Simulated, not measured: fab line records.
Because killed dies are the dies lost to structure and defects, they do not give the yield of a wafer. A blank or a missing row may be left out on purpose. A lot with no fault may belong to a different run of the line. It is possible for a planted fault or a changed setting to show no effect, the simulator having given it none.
Which tool is to blame? || flow sky130 || at 1 step of a route of 708, 6 lots with 18 wafers sampled

WHAT EACH GAUGE READ, for each wafer
SKY_VIA1_THK_MEAS_23: measures by xrf.
{"lot": "L708", "measured": "day 34 14:19", "on": "film_metro-04", "VIA1_W_THK (nm)": "265 270 270"}
{"lot": "L711", "measured": "day 35 09:48", "on": "film_metro-04", "VIA1_W_THK (nm)": "265 264 268"}
{"lot": "L714", "measured": "day 36 22:51", "on": "film_metro-02", "VIA1_W_THK (nm)": "261 267 263"}
{"lot": "L719", "measured": "day 38 09:53", "on": "film_metro-01", "VIA1_W_THK (nm)": "265 267 267"}
{"lot": "L723", "measured": "day 39 20:42", "on": "film_metro-01", "VIA1_W_THK (nm)": "265 264 263"}
{"lot": "L728", "measured": "day 40 15:00", "on": "film_metro-04", "VIA1_W_THK (nm)": "263 260 263"}

WHAT TOOL EACH LOT RAN ON (gives the tool, then ch and the chambers of the sampled wafers, and finally the start)
There is no process step in the record ahead of these readings.

THE ANSWER, worked out from the rows above alone
Rule: the usual values come from the lots themselves. Put in order of their means at a reading, lots are off if they are a third of the lots or fewer, leave a main group of 4 or more, and stand apart from it by a gap of 3 or more times the standard deviation of the main group's means; of several such gaps the widest counts. A main group is skipped when, at the precision printed for the reading in the tables above, its means are all equal. A lot without any number at a reading at which 4 lots or more have one is off too. Any other lot the step has rows for is counted as sound.
No lot is off at any reading shown: from this, nothing can be told.

WHAT THE SIMULATOR PUT IN
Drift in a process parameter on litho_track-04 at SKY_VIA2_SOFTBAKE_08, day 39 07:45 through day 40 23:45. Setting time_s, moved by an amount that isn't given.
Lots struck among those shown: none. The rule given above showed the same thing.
